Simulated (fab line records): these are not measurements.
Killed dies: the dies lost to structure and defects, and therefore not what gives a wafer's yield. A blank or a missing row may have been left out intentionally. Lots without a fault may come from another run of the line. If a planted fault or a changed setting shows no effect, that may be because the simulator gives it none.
fab line records    flow gf180mcu
record lots=24  wafers=72  lastDay=34
route steps=602 shown V3@432 M5@535 V5@563 PASSIVATION@587
lots untouched by any fault: they come from a run of this same line in which no faults occurred
startH: start of the lot's first displayed wafer, in hours after the record's first day    waitH: hours since the lot's step before    " repeats the value in the row above    L1.1+2: one row covering several wafers at once    - either no value or no given start    * or withheld: withheld    < > ~ a bound
route shown NAME@n: NAME is a module with steps in the file, n the number in the route of the first one    usual: the fault-free wafers' mean and standard deviation    same: alike in all rows    chamber/n: place in a boat    sites: each site's reading    _std_site: how widely they spread, as a standard deviation    _edge_site: mean of outer sites minus mean of inner sites    radiusMm: for every site, how far away it sits from the centre of the wafer    mask NAME#n: copy n    behind: the most recent tool/chamber to have shaped the wafer    hold: cause of the lot's hold/its duration in hours/its outcome    device: whichever transistor did not switch (one of n, p or np)    end of line: tests run on the same wafers once the route is complete    step lacking rows: just its recipe    killed: dies lost to structure and defects at the first sort, not the wafer's yield    map: shows each die of a wafer: x if killed, . if not, _ if none is there
set.NAME: the setting the step ran with; set.NAME@STEP: the setting that earlier step ran with    model.NAME: the simulator's own value behind a step, which no gauge read
route steps across a sampled set of lots; one table per step, one row per wafer
services: a tool's chamber out of use, with start hour (startH, from the record's first day; less than 0 if before it), hours out, and reason
## steps
# step GF_V3_THK_MEAS_03
# recipe reads=SiO2_of_V3_CVD_02
# usual V3_CVD_02_THK=853/14
lot.wafer  tool          chamber  startH  waitH  V3_CVD_02_THK[nm]
L074.1     filmMetro-04  -        491.47  0.0    833
L074.2     "             -        "       "      853
L074.3     "             -        "       "      863
L075.1     filmMetro-03  -        501.92  0.0    844
L075.5     "             -        "       "      868
L075.6     "             -        "       "      855
L076.1     filmMetro-04  -        506.65  0.0    850
L076.3     "             -        "       "      850
L076.6     "             -        "       "      851
L077.2     filmMetro-03  -        521.18  0.0    834
L077.3     "             -        "       "      834
L077.4     "             -        "       "      873
L078.1     filmMetro-01  -        527.77  0.0    855
L078.4     "             -        "       "      845
L078.5     "             -        "       "      869
L079.2     filmMetro-03  -        538.73  0.0    843
L079.4     "             -        "       "      855
L079.5     "             -        "       "      859
L080.1     filmMetro-04  -        543.79  0.0    826
L080.5     "             -        "       "      859
L080.6     "             -        "       "      846
L081.2     filmMetro-04  -        552.16  0.0    853
L081.3     "             -        "       "      850
L081.4     "             -        "       "      872
L082.1     filmMetro-03  -        557.53  0.0    842
L082.3     "             -        "       "      864
L082.6     "             -        "       "      844
L083.2     filmMetro-01  -        564.43  0.0    872
L083.5     "             -        "       "      887
L083.6     "             -        "       "      886
L084.1     filmMetro-03  -        578.48  0.1    858
L084.4     "             -        "       "      871
L084.6     "             -        "       "      847
L085.1     filmMetro-01  -        592.07  0.0    835
L085.5     "             -        "       "      866
L085.6     "             -        "       "      842
L086.2     filmMetro-04  -        592.68  0.0    858
L086.4     "             -        "       "      858
L086.5     "             -        "       "      850
L087.2     filmMetro-01  -        599.42  0.0    835
L087.5     "             -        "       "      853
L087.6     "             -        "       "      869
L088.1     filmMetro-03  -        604.52  0.0    854
L088.3     "             -        "       "      860
L088.5     "             -        "       "      876
L089.1     filmMetro-04  -        610.26  0.0    826
L089.5     "             -        "       "      860
L089.6     "             -        "       "      864
L090.2     filmMetro-01  -        622.63  0.0    833
L090.4     "             -        "       "      850
L090.6     "             -        "       "      882
L091.1     filmMetro-03  -        627.62  0.0    850
L091.2     "             -        "       "      846
L091.3     "             -        "       "      845
L092.2     filmMetro-01  -        633.91  0.0    848
L092.4     "             -        "       "      875
L092.6     "             -        "       "      861
L093.2     filmMetro-01  -        641.86  0.1    839
L093.3     "             -        "       "      835
L093.6     "             -        "       "      844
L094.2     filmMetro-01  -        650.23  0.0    840
L094.4     "             -        "       "      848
L094.5     "             -        "       "      838
L095.1     filmMetro-03  -        661.96  0.0    859
L095.3     "             -        "       "      832
L095.6     "             -        "       "      851
L096.1     filmMetro-03  -        663.56  0.0    845
L096.2     "             -        "       "      853
L096.4     "             -        "       "      855
L097.1     filmMetro-04  -        669.06  0.0    845
L097.2     "             -        "       "      862
L097.6     "             -        "       "      872
# step GF_V3_STRIP_18
# recipe chemistry=O2/N2  powerW=1400  pressureMtorr=1500  platenTempC=250  o2FlowSccm=3000  n2FlowSccm=300  overashFraction=0.5
# usual drypumpMotorCurrentA=5.5/0.39  heaterPowerW=318/15  oesProductAu=0.594/0.0054
lot.wafer  tool            chamber  startH  waitH  drypumpMotorCurrentA  heaterPowerW  oesProductAu  rfHoursCounterH
L074.1     plasmaAsher-03  1        515.08  -      5.6                   277           0.588         40
L074.2     "               0        "       "      5.6                   313           0.590         40
L074.3     "               0        "       "      5.6                   311           0.583         -
L075.1     plasmaAsher-02  0        525.78  -      6.0                   328           0.590         10
L075.5     "               0        "       "      6.0                   328           0.596         -
L075.6     "               1        "       "      4.8                   323           0.589         -
L076.1     plasmaAsher-03  1        529.18  -      5.6                   277           0.600         41
L076.3     "               0        "       "      5.7                   324           0.593         -
L076.6     "               1        "       "      5.6                   284           0.585         -
L077.2     plasmaAsher-02  0        544.73  -      6.0                   321           0.586         11
L077.3     "               1        "       "      4.8                   324           0.598         -
L077.4     "               0        "       "      6.0                   322           0.602         -
L078.1     plasmaAsher-01  0        550.93  -      5.4                   331           0.598         78
L078.4     "               0        "       "      5.4                   327           0.595         -
L078.5     "               0        "       "      5.4                   335           0.591         -
L079.2     plasmaAsher-02  1        561.98  -      4.8                   327           0.590         14
L079.4     "               1        "       "      4.8                   310           0.604         -
L079.5     "               1        "       "      4.8                   319           0.604         -
L080.1     plasmaAsher-01  0        566.28  -      5.4                   323           0.589         80
L080.5     "               1        "       "      5.6                   320           0.583         -
L080.6     "               0        "       "      5.4                   335           0.581         -
L081.2     plasmaAsher-02  1        575.08  -      4.8                   324           0.595         15
L081.3     "               1        "       "      4.8                   319           0.588         -
L081.4     "               0        "       "      6.0                   325           0.601         -
L082.1     plasmaAsher-03  0        579.93  -      5.7                   327           0.602         45
L082.3     "               0        "       "      5.7                   321           0.591         -
L082.6     "               1        "       "      5.6                   277           0.594         -
L083.2     plasmaAsher-01  1        586.03  -      5.6                   318           0.602         82
L083.5     "               1        "       "      5.5                   323           0.597         -
L083.6     "               0        "       "      5.4                   330           0.585         -
L084.1     plasmaAsher-01  0        599.28  -      5.4                   330           0.597         84
L084.4     "               0        "       "      5.4                   325           0.592         -
L084.6     "               0        "       "      5.3                   330           0.598         -
L085.1     plasmaAsher-01  1        613.18  -      5.6                   327           0.593         85
L085.5     "               1        "       "      5.6                   317           0.597         -
L085.6     "               0        "       "      5.3                   326           0.592         -
L086.2     plasmaAsher-02  1        613.83  -      4.8                   316           0.596         19
L086.4     "               1        "       "      4.8                   318           0.600         -
L086.5     "               1        "       "      4.8                   320           0.603         -
L087.2     plasmaAsher-03  0        621.43  -      5.7                   315           0.596         49
L087.5     "               1        "       "      5.6                   279           0.593         -
L087.6     "               0        "       "      5.7                   315           0.593         -
L088.1     plasmaAsher-02  0        625.48  -      6.0                   331           0.599         21
L088.3     "               0        "       "      6.0                   315           0.593         -
L088.5     "               0        "       "      6.0                   320           0.589         -
L089.1     plasmaAsher-02  1        631.88  -      4.8                   320           0.603         21
L089.5     "               0        "       "      5.9                   333           0.587         -
L089.6     "               1        "       "      4.8                   317           0.590         -
L090.2     plasmaAsher-01  0        643.58  -      5.4                   325           0.595         88
L090.4     "               0        "       "      5.4                   331           0.596         -
L090.6     "               0        "       "      5.4                   328           0.600         -
L091.1     plasmaAsher-02  1        648.13  -      4.8                   320           0.600         23
L091.2     "               0        "       "      6.0                   331           0.592         23
L091.3     "               0        "       "      6.0                   330           0.593         -
L092.2     plasmaAsher-01  0        653.92  -      5.3                   330           0.590         89
L092.4     "               0        "       "      5.4                   324           0.585         -
L092.6     "               1        "       "      5.6                   322           0.587         -
L093.2     plasmaAsher-02  1        661.62  -      4.8                   315           0.596         24
L093.3     "               0        "       "      6.0                   322           0.586         -
L093.6     "               0        "       "      6.0                   329           0.601         -
L094.2     plasmaAsher-03  1        669.63  -      5.6                   284           0.585         54
L094.4     "               0        "       "      5.7                   320           0.594         -
L094.5     "               0        "       "      5.7                   301           0.600         -
L095.1     plasmaAsher-02  0        681.87  -      6.0                   325           0.596         26
L095.3     "               0        "       "      6.0                   323           0.594         -
L095.6     "               0        "       "      6.0                   323           0.596         -
L096.1     plasmaAsher-03  1        682.89  -      5.6                   289           0.589         55
L096.2     "               0        "       "      5.7                   323           0.593         55
L096.4     "               1        "       "      5.6                   280           0.600         -
L097.1     plasmaAsher-01  0        689.32  -      5.4                   328           0.592         93
L097.2     "               1        "       "      5.5                   324           0.595         93
L097.6     "               0        "       "      5.4                   332           0.592         -
# step GF_V3_SPUTTER_21
# recipe material=Ti  targetThkNm=15  chamberPressurePa=5  powerW=2500  substrateTempC=200  timeS=80.02
# usual throttleValvePct=29.7/1.3
lot.wafer  tool           chamber  startH  waitH  throttleValvePct
L074.1     pvdSputter-04  -        515.65  0.0    31.6
L074.2     "              -        "       "      32.2
L074.3     "              -        "       "      29.0
L075.1     pvdSputter-04  -        526.32  0.0    28.2
L075.5     "              -        "       "      31.5
L075.6     "              -        "       "      32.4
L076.1     pvdSputter-04  -        529.71  0.0    32.2
L076.3     "              -        "       "      28.8
L076.6     "              -        "       "      32.2
L077.2     pvdSputter-04  -        545.29  0.0    32.0
L077.3     "              -        "       "      28.2
L077.4     "              -        "       "      29.1
L078.1     pvdSputter-02  -        551.46  0.0    29.8
L078.4     "              -        "       "      30.2
L078.5     "              -        "       "      27.9
L079.2     pvdSputter-01  -        562.52  0.0    29.9
L079.4     "              -        "       "      29.4
L079.5     "              -        "       "      30.9
L080.1     pvdSputter-02  -        566.82  0.0    28.6
L080.5     "              -        "       "      29.7
L080.6     "              -        "       "      28.8
L081.2     pvdSputter-01  -        575.61  0.0    31.0
L081.3     "              -        "       "      29.5
L081.4     "              -        "       "      30.1
L082.1     pvdSputter-02  -        580.46  0.0    29.7
L082.3     "              -        "       "      30.6
L082.6     "              -        "       "      29.6
L083.2     pvdSputter-01  -        586.59  0.0    29.7
L083.5     "              -        "       "      29.5
L083.6     "              -        "       "      31.0
L084.1     pvdSputter-02  -        599.81  0.0    28.8
L084.4     "              -        "       "      27.9
L084.6     "              -        "       "      29.8
L085.1     pvdSputter-01  -        613.72  0.0    29.9
L085.5     "              -        "       "      29.7
L085.6     "              -        "       "      29.8
L086.2     pvdSputter-02  -        614.36  0.0    30.1
L086.4     "              -        "       "      30.6
L086.5     "              -        "       "      29.8
L087.2     pvdSputter-04  -        621.96  0.0    28.8
L087.5     "              -        "       "      28.9
L087.6     "              -        "       "      31.5
L088.1     pvdSputter-02  -        626.04  0.0    30.6
L088.3     "              -        "       "      28.6
L088.5     "              -        "       "      28.9
L089.1     pvdSputter-02  -        632.41  0.0    29.8
L089.5     "              -        "       "      27.9
L089.6     "              -        "       "      29.6
L090.2     pvdSputter-04  -        644.12  0.0    29.1
L090.4     "              -        "       "      32.3
L090.6     "              -        "       "      31.5
L091.1     pvdSputter-02  -        648.70  0.0    29.7
L091.2     "              -        "       "      27.6
L091.3     "              -        "       "      30.3
L092.2     pvdSputter-04  -        654.46  0.0    31.5
L092.4     "              -        "       "      31.5
L092.6     "              -        "       "      28.8
L093.2     pvdSputter-02  -        662.28  0.0    28.7
L093.3     "              -        "       "      27.8
L093.6     "              -        "       "      29.9
L094.2     pvdSputter-02  -        670.16  0.0    27.9
L094.4     "              -        "       "      28.6
L094.5     "              -        "       "      27.9
L095.1     pvdSputter-01  -        682.41  0.0    31.1
L095.3     "              -        "       "      29.8
L095.6     "              -        "       "      30.8
L096.1     pvdSputter-01  -        683.43  0.0    29.3
L096.2     "              -        "       "      29.9
L096.4     "              -        "       "      31.1
L097.1     pvdSputter-02  -        689.89  0.0    27.8
L097.2     "              -        "       "      29.8
L097.6     "              -        "       "      29.7
# step GF_M5_ETCH_09
# recipe chemistry=CF4/O2  target=Si3N4  targetDepthNm=52  sourceW=800  biasW=150  pressureMtorr=150  cf4FlowSccm=80  O2_flow_sccm=10  timeS=11.6
# usual O2_flow_sccm=10.002/0.024  drypumpMotorCurrentA=5.8/0.39  oesProductAu=1.003/0.013  rfFwdPowerW=786/4.6  throttleValvePct=5.971/0.0089
lot.wafer  tool        chamber  startH  waitH  O2_flow_sccm  drypumpMotorCurrentA  oesProductAu  rfFwdPowerW  rfHoursCounterH  throttleValvePct
L074.1     rieDiel-01  1        608.50  0.0    10.027        5.4                   0.998         790          11               5.949
L074.2     "           3        "       "      10.002        5.8                   0.997         778          19               5.970
L074.3     "           2        "       "      10.031        5.4                   1.011         782          15               5.975
L075.1     rieDiel-01  1        617.10  0.0    9.952         5.4                   0.995         790          12               5.978
L075.5     "           1        "       "      9.977         5.4                   0.995         790          -                5.965
L075.6     "           2        "       "      9.964         5.4                   1.003         785          -                5.973
L076.1     rieDiel-04  1        619.65  0.0    10.034        5.9                   1.009         789          0                5.970
L076.3     "           0        "       "      10.026        6.7                   1.018         783          13               5.973
L076.6     "           2        "       "      9.992         6.2                   1.013         788          -                5.977
L077.2     rieDiel-02  3        635.20  0.0    10.029        5.4                   1.001         786          12               5.970
L077.3     "           1        "       "      9.983         5.3                   1.029         779          7                5.983
L077.4     "           0        "       "      10.013        6.2                   0.989         789          7                5.980
L078.1     rieDiel-04  2        641.12  0.0    10.010        6.3                   1.018         785          37               5.982
L078.4     "           3        "       "      9.993         5.8                   0.974         792          0                5.963
L078.5     "           3        "       "      9.998         5.8                   0.987         793          -                5.969
L079.2     rieDiel-02  3        650.30  0.0    9.988         5.5                   1.002         788          12               5.989
L079.4     "           2        "       "      10.004        5.9                   1.001         785          -                5.977
L079.5     "           3        "       "      10.044        5.5                   1.004         789          -                5.978
L080.1     rieDiel-01  0        651.80  0.0    9.973         6.3                   1.005         791          12               5.961
L080.5     "           2        "       "      10.016        5.4                   1.004         784          -                5.971
L080.6     "           3        "       "      9.982         5.8                   0.989         783          -                5.976
L081.2     rieDiel-02  2        663.00  0.0    9.995         5.9                   1.001         786          19               5.979
L081.3     "           3        "       "      10.013        5.5                   1.004         786          13               5.970
L081.4     "           0        "       "      10.013        6.1                   0.991         792          8                5.975
L082.1     rieDiel-04  1        665.68  0.0    9.971         5.9                   1.016         789          3                5.969
L082.3     "           0        "       "      9.961         6.7                   1.029         782          15               5.964
L082.6     "           1        "       "      10.011        5.9                   1.018         786          -                5.985
L083.2     rieDiel-01  3        669.85  0.0    10.032        5.8                   1.007         777          21               5.977
L083.5     "           0        "       "      10.026        6.3                   1.009         792          -                5.973
L083.6     "           1        "       "      9.983         5.4                   0.999         787          -                5.963
L084.1     rieDiel-01  3        686.05  0.0    10.012        5.8                   0.987         777          22               5.972
L084.4     "           2        "       "      9.991         5.4                   1.010         786          18               5.974
L084.6     "           0        "       "      9.981         6.3                   1.007         793          -                5.975
L085.1     rieDiel-04  0        697.40  0.0    9.999         6.7                   1.024         787          16               5.982
L085.5     "           2        "       "      10.018        6.2                   1.018         788          -                5.978
L085.6     "           1        "       "      9.966         5.9                   1.005         783          -                5.983
L086.2     rieDiel-02  3        698.35  0.0    9.989         5.5                   0.994         782          15               5.966
L086.4     "           1        "       "      9.997         5.3                   1.016         776          9                5.969
L086.5     "           3        "       "      10.014        5.5                   1.001         785          -                5.981
L087.2     rieDiel-04  0        703.70  0.0    9.996         6.7                   1.020         785          16               5.979
L087.5     "           2        "       "      10.003        6.2                   1.013         781          -                5.953
L087.6     "           3        "       "      9.926         5.8                   0.970         789          -                5.954
L088.1     rieDiel-01  0        707.55  0.0    10.042        6.3                   1.009         791          14               5.981
L088.3     "           2        "       "      9.976         5.4                   1.009         784          19               5.974
L088.5     "           0        "       "      10.048        6.4                   1.010         793          -                5.964
L089.1     rieDiel-01  1        713.20  0.0    10.009        5.4                   1.009         791          15               5.962
L089.5     "           0        "       "      10.026        6.3                   1.010         789          -                5.977
L089.6     "           1        "       "      9.979         5.4                   1.000         790          -                5.980
L090.2     rieDiel-02  0        723.85  0.0    9.989         6.1                   0.988         792          10               5.974
L090.4     "           3        "       "      9.989         5.5                   1.000         788          16               5.956
L090.6     "           1        "       "      10.011        5.3                   1.003         783          -                5.967
L091.1     rieDiel-01  3        728.05  0.0    10.013        5.8                   0.990         779          24               5.963
L091.2     "           0        "       "      9.986         6.4                   1.005         789          15               5.979
L091.3     "           2        "       "      9.991         5.4                   1.006         787          20               5.985
L092.2     rieDiel-02  0        732.75  0.0    9.960         6.1                   0.991         791          10               5.958
L092.4     "           1        "       "      9.991         5.3                   1.012         779          11               5.966
L092.6     "           2        "       "      9.985         5.9                   0.990         786          -                5.966
L093.2     rieDiel-04  0        740.10  0.0    9.980         6.7                   1.020         784          18               5.973
L093.3     "           3        "       "      9.986         5.8                   0.990         793          4                5.965
L093.6     "           1        "       "      9.995         5.9                   1.006         783          -                5.965
L094.2     rieDiel-02  1        747.20  0.0    10.047        5.3                   1.011         780          12               5.985
L094.4     "           0        "       "      9.981         6.2                   0.994         793          11               5.983
L094.5     "           3        "       "      10.014        5.5                   1.004         786          -                5.981
L095.1     rieDiel-01  1        758.35  0.0    9.995         5.4                   1.000         793          17               5.969
L095.3     "           2        "       "      10.005        5.4                   1.008         790          21               5.954
L095.6     "           1        "       "      10.009        5.4                   1.008         792          -                5.953
L096.1     rieDiel-02  1        759.30  0.0    10.002        5.3                   1.017         783          12               5.972
L096.2     "           3        "       "      9.993         5.5                   0.999         789          17               5.970
L096.4     "           0        "       "      10.009        6.2                   0.991         792          11               5.958
L097.1     rieDiel-02  3        763.20  0.0    10.037        5.5                   1.012         791          17               5.977
L097.2     "           2        "       "      9.967         5.9                   1.000         793          24               5.972
L097.6     "           2        "       "      9.989         5.9                   0.990         793          -                5.982
# step GF_V5_CVD_23
# recipe material=W  targetThkNm=350  timeS=104.9  tempC=400  pressureTorr=40
# usual heaterPowerW=872/39
lot.wafer  tool     chamber  startH  waitH  heaterPowerW
L074.1     cvdW-02  0        630.55  0.0    895
L074.2     "        1        "       "      842
L074.3     "        0        "       "      889
L075.1     cvdW-02  0        639.93  0.0    888
L075.5     "        1        "       "      829
L075.6     "        0        "       "      883
L076.1     cvdW-01  0        642.52  0.0    836
L076.3     "        1        "       "      942
L076.6     "        1        "       "      938
L077.2     cvdW-02  0        658.03  0.0    901
L077.3     "        1        "       "      835
L077.4     "        0        "       "      891
L078.1     cvdW-02  0        662.49  0.0    888
L078.4     "        1        "       "      832
L078.5     "        0        "       "      887
L079.2     cvdW-02  1        671.11  0.0    814
L079.4     "        0        "       "      866
L079.5     "        0        "       "      885
L080.1     cvdW-01  1        673.11  0.0    952
L080.5     "        0        "       "      852
L080.6     "        1        "       "      923
L081.2     cvdW-02  1        684.59  0.0    838
L081.3     "        1        "       "      839
L081.4     "        0        "       "      870
L082.1     cvdW-02  1        687.18  0.0    831
L082.3     "        1        "       "      823
L082.6     "        0        "       "      884
L083.2     cvdW-02  1        691.24  0.0    839
L083.5     "        1        "       "      832
L083.6     "        0        "       "      900
L084.1     cvdW-02  0        706.63  0.0    867
L084.4     "        1        "       "      843
L084.6     "        0        "       "      878
L085.1     cvdW-02  0        717.90  0.0    908
L085.5     "        1        "       "      845
L085.6     "        0        "       "      918
L086.2     cvdW-01  0        718.25  0.0    851
L086.4     "        1        "       "      947
L086.5     "        1        "       "      938
L087.2     cvdW-02  0        723.99  0.0    903
L087.5     "        0        "       "      888
L087.6     "        1        "       "      828
L088.1     cvdW-02  0        727.69  0.0    896
L088.3     "        0        "       "      879
L088.5     "        0        "       "      896
L089.1     cvdW-02  0        732.93  0.0    896
L089.5     "        0        "       "      887
L089.6     "        1        "       "      829
L090.2     cvdW-02  1        743.25  0.0    830
L090.4     "        0        "       "      894
L090.6     "        1        "       "      839
L091.1     cvdW-02  0        747.02  0.0    870
L091.2     "        1        "       "      824
L091.3     "        0        "       "      910
L092.2     cvdW-02  1        752.28  0.0    865
L092.4     "        1        "       "      835
L092.6     "        1        "       "      859
L093.2     cvdW-01  1        759.78  0.0    960
L093.3     "        0        "       "      830
L093.6     "        1        "       "      952
L094.2     cvdW-02  1        766.00  0.0    807
L094.4     "        0        "       "      881
L094.5     "        0        "       "      898
L095.1     cvdW-02  0        776.29  0.0    894
L095.3     "        1        "       "      843
L095.6     "        1        "       "      839
L096.1     cvdW-01  1        777.19  0.0    940
L096.2     "        0        "       "      834
L096.4     "        0        "       "      837
L097.1     cvdW-01  0        781.28  0.0    863
L097.2     "        1        "       "      937
L097.6     "        0        "       "      853
# step GF_PASSIVATION_CVD_00
# recipe material=SiO2  targetThkNm=1000  precursor=TEOS  tempC=400  timeS=111.95  rfW=600
# usual heaterPowerW=637/100  rfFwdPowerW=596.7/2.1
lot.wafer  tool      chamber  startH  waitH  heaterPowerW  rfFwdPowerW
L074.1     pecvd-01  2        652.23  0.0    479           597.2
L074.2     "         1        "       "      618           595.3
L074.3     "         0        "       "      647           598.1
L075.1     pecvd-01  1        660.98  0.0    734           594.8
L075.5     "         0        "       "      633           595.7
L075.6     "         2        "       "      577           595.9
L076.1     pecvd-01  2        664.03  0.0    576           598.2
L076.3     "         0        "       "      632           599.3
L076.6     "         0        "       "      516           600.2
L077.2     pecvd-03  1        678.44  0.0    663           596.9
L077.3     "         2        "       "      647           595.8
L077.4     "         2        "       "      512           595.4
L078.1     pecvd-03  0        683.56  0.0    871           602.2
L078.4     "         0        "       "      698           597.8
L078.5     "         1        "       "      570           595.5
L079.2     pecvd-03  2        692.10  0.0    600           597.3
L079.4     "         2        "       "      636           594.9
L079.5     "         0        "       "      877           601.7
L080.1     pecvd-03  2        693.64  0.0    557           592.2
L080.5     "         0        "       "      860           599.9
L080.6     "         1        "       "      701           596.9
L081.2     pecvd-01  1        704.89  0.0    729           600.6
L081.3     "         2        "       "      586           597.3
L081.4     "         0        "       "      632           598.6
L082.1     pecvd-03  2        707.66  0.0    639           595.5
L082.3     "         0        "       "      792           599.2
L082.6     "         0        "       "      870           596.5
L083.2     pecvd-03  0        711.08  0.0    758           599.0
L083.5     "         2        "       "      648           595.6
L083.6     "         1        "       "      671           597.2
L084.1     pecvd-02  1        726.53  0.0    607           594.9
L084.4     "         1        "       "      631           594.3
L084.6     "         2        "       "      567           594.6
L085.1     pecvd-03  0        736.59  0.0    790           597.6
L085.5     "         0        "       "      845           597.3
L085.6     "         1        "       "      686           600.4
L086.2     pecvd-01  0        736.78  0.0    615           597.1
L086.4     "         1        "       "      721           597.4
L086.5     "         2        "       "      461           596.5
L087.2     pecvd-03  0        742.44  0.0    842           598.8
L087.5     "         2        "       "      632           597.0
L087.6     "         0        "       "      712           598.0
L088.1     pecvd-01  0        746.30  0.0    529           597.5
L088.3     "         2        "       "      503           597.0
L088.5     "         1        "       "      597           596.9
L089.1     pecvd-03  2        751.27  0.0    639           595.2
L089.5     "         2        "       "      520           597.0
L089.6     "         1        "       "      647           598.4
L090.2     pecvd-02  2        761.98  0.0    487           591.9
L090.4     "         1        "       "      621           591.9
L090.6     "         2        "       "      529           595.0
L091.1     pecvd-02  1        765.38  0.0    517           593.9
L091.2     "         2        "       "      530           593.0
L091.3     "         0        "       "      646           597.4
L092.2     pecvd-02  0        770.43  0.0    671           598.0
L092.4     "         1        "       "      486           594.4
L092.6     "         0        "       "      738           596.8
L093.2     pecvd-01  0        776.85  0.0    614           599.1
L093.3     "         2        "       "      589           599.3
L093.6     "         0        "       "      666           596.3
L094.2     pecvd-01  1        783.07  0.0    685           597.1
L094.4     "         2        "       "      546           595.3
L094.5     "         0        "       "      636           594.7
L095.1     pecvd-03  2        793.93  0.0    626           596.6
L095.3     "         2        "       "      641           593.9
L095.6     "         2        "       "      510           594.3
L096.1     pecvd-03  2        794.84  0.0    637           593.3
L096.2     "         1        "       "      690           598.7
L096.4     "         2        "       "      520           593.7
L097.1     pecvd-01  0        797.82  0.0    612           597.1
L097.2     "         2        "       "      534           596.3
L097.6     "         1        "       "      741           596.2
## services
tool            chamber  startH  hours  kind
pecvd-03        -        496.94  3.0    repair
rieDiel-01      3        529.92  17.3   repair
cvdW-02         0        548.45  6.6    repair
plasmaAsher-02  -        556.94  2.8    pm
rieDiel-01      -        564.63  0.9    repair
rieDiel-02      -        565.33  0.5    repair
pecvd-01        0        571.43  11.3   repair
rieDiel-01      2        574.35  7.9    repair
rieDiel-01      -        576.40  0.5    repair
rieDiel-02      1        582.64  5.6    repair
rieDiel-02      3        583.86  10.8   repair
cvdW-02         0        603.25  2.3    repair
pecvd-01        -        605.42  0.8    repair
rieDiel-01      0        607.86  22.4   repair
rieDiel-02      2        627.29  5.4    repair
rieDiel-02      0        646.44  8.2    repair
rieDiel-02      0        679.09  3.4    repair
cvdW-02         0        709.45  4.6    repair
pecvd-03        -        754.58  1.3    repair
pecvd-03        1        758.60  5.5    repair
pecvd-03        -        764.37  1.3    repair
cvdW-02         -        777.55  0.8    repair
cvdW-02         1        787.21  9.0    repair
pecvd-03        0        790.79  6.5    repair
## key
fault none
